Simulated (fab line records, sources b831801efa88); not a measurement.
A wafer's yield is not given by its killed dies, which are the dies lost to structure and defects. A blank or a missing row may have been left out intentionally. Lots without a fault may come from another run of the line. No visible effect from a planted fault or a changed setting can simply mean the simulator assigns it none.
Split-lot trial -- flow sfq line -- on a route of 325 steps: 5 lots, 23 wafers read

== SPLIT DETAILS ==
At SFQ_TRILAYER_M0_DEP_SPUTTER_019 (material Nb, target thk 200 nm, time 133.3 s), the setting time s was moved away from the recipe's 133.3 s on 8 of the 23 wafers read, by -12.2% to +7.7%. The other wafers ran this setting at the recipe's value.

== FROM THE SPLIT TO THE READING: what the file shows between them, 4 steps ==
- SFQ_M0_RS_MEAS_904: measures by four-point-probe
- SFQ_TRILAYER_M0_LITHO_PEB_024: peb time 60 s (also split here: peb time s)
- SFQ_TRILAYER_M0_LITHO_DEVELOP_023: time 60 s
- SFQ_TRILAYER_M0_BARC_OPEN_METAL_ETCH_031: etches BARC in O2, target depth 125 nm, time 41.7 s

== THE READING ==
oes product au, in a.u., at SFQ_TRILAYER_M0_ETCH_METAL_ETCH_024 (etches Nb in Cl2/Ar, stops on SiO2, target depth 240 nm, time 120 s). On this fab line, fault-free wafers typically give 0.894 a.u. with a standard deviation of 0.0065 a.u.

wafer,"tool, chamber at the split","time s as run, s",against the recipe,"oes product au, a.u.",against lot-mates on the recipe
L074.1,"pvd sputter-04, -",133.3,recipe,0.891,-
L074.2,"pvd sputter-04, -",133.3,recipe,0.886,-
L074.3,"pvd sputter-04, -",133.3,recipe,0.889,-
L074.5,"pvd sputter-04, -",133.3,recipe,0.897,-
L074.6,"pvd sputter-04, -",133.3,recipe,0.892,-
L077.2,"pvd sputter-06, -",133.3,recipe,0.896,-
L077.3,"pvd sputter-06, -",143.5,+7.7%,0.938,+0.043
L077.4,"pvd sputter-06, -",133.3,recipe,0.894,-
L077.5,"pvd sputter-06, -",143.5,+7.7%,0.941,+0.046
L077.6,"pvd sputter-06, -",143.5,+7.7%,0.936,+0.041
L081.1,"pvd sputter-04, -",133.3,recipe,0.893,-
L081.2,"pvd sputter-04, -",133.3,recipe,0.884,-
L081.3,"pvd sputter-04, -",123,-7.7%,0.854,-0.034
L081.4,"pvd sputter-04, -",133.3,recipe,0.886,-
L081.5,"pvd sputter-04, -",123,-7.7%,0.863,-0.025
L082.2,"pvd sputter-05, -",133.3,recipe,0.892,-
L082.3,"pvd sputter-05, -",133.3,recipe,0.895,-
L082.4,"pvd sputter-05, -",133.3,recipe,0.886,-
L085.1,"pvd sputter-04, -",133.3,recipe,0.896,-
L085.2,"pvd sputter-04, -",117.1,-12.2%,0.833,-0.062
L085.3,"pvd sputter-04, -",133.3,recipe,0.895,-
L085.5,"pvd sputter-04, -",117.1,-12.2%,0.825,-0.071
L085.6,"pvd sputter-04, -",117.1,-12.2%,0.829,-0.067

THE FIT
A straight line over all 23 wafers: oes product au changes by +0.0053 a.u. for each +1% of time s; r = +0.99; the points scatter about the line by 0.005 a.u.
The same after taking each lot's own level away (the mean of its wafers on the recipe; 23 wafers): +0.00529 a.u. for each +1%; r = +0.99; scatter 0.005 a.u.
The reading moves by 0.064 a.u. for the largest change in time s, on that fit.
The lots' own levels span 0.8877 to 0.8955 a.u., that is 1.2 times the standard deviation above.
Hence the lot-to-lot level has little effect on the slope; both slopes agree.
Check: for one of the wafers moved furthest among these (-12.2%), held out of the fit, the line's prediction against its lot-mates is -0.0633 a.u. It came out at -0.0625 a.u. against them.

== OTHER SPLITS APPLIED TO THESE WAFERS ==
These wafers also went through other splits before the reading. Each is held against what the fit with the lots' levels taken away leaves over:
other split on the same wafers,wafers away from the commonest value,r with oes product au (lot level and that fit taken away)
SFQ_TRILAYER_INCOMING_OXIDATION_002 ox time s,18,+0.15
SFQ_TRILAYER_L0_LITHO_COAT_005 spin rpm,7,-0.15
SFQ_TRILAYER_L0_LITHO_PEB_008 peb time s,9,-0.25
SFQ_TRILAYER_M0_LITHO_PEB_024 peb time s,6,+0.20

== THE WHOLE CHAIN: every reading that the file lists as answering this split, in the file's order ==
step,what it does,reading,change (the file's fit),r (the file's)
SFQ_TRILAYER_M0_DEP_SPUTTER_019,"material Nb, target thk 200 nm, time 133.3 s","Nb_of_TRILAYER_M0_DEP_SPUTTER_019.thk nm (the simulator's own value, which no gauge read)",+1.96 nm for each +1% of the setting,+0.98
SFQ_M0_RS_MEAS_904,measures by four-point-probe,M0_NB_RS,-0.0095 for each +1% of the setting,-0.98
SFQ_TRILAYER_M0_ETCH_METAL_ETCH_024,"etches Nb in Cl2/Ar, stops on SiO2, target depth 240 nm, time 120 s",oes product au,+0.00512 a.u. for each +1% of the setting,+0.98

== FILE'S OWN FIT ==
oes product au changes by +0.00512 a.u. for each +1% of time s, r = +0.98.
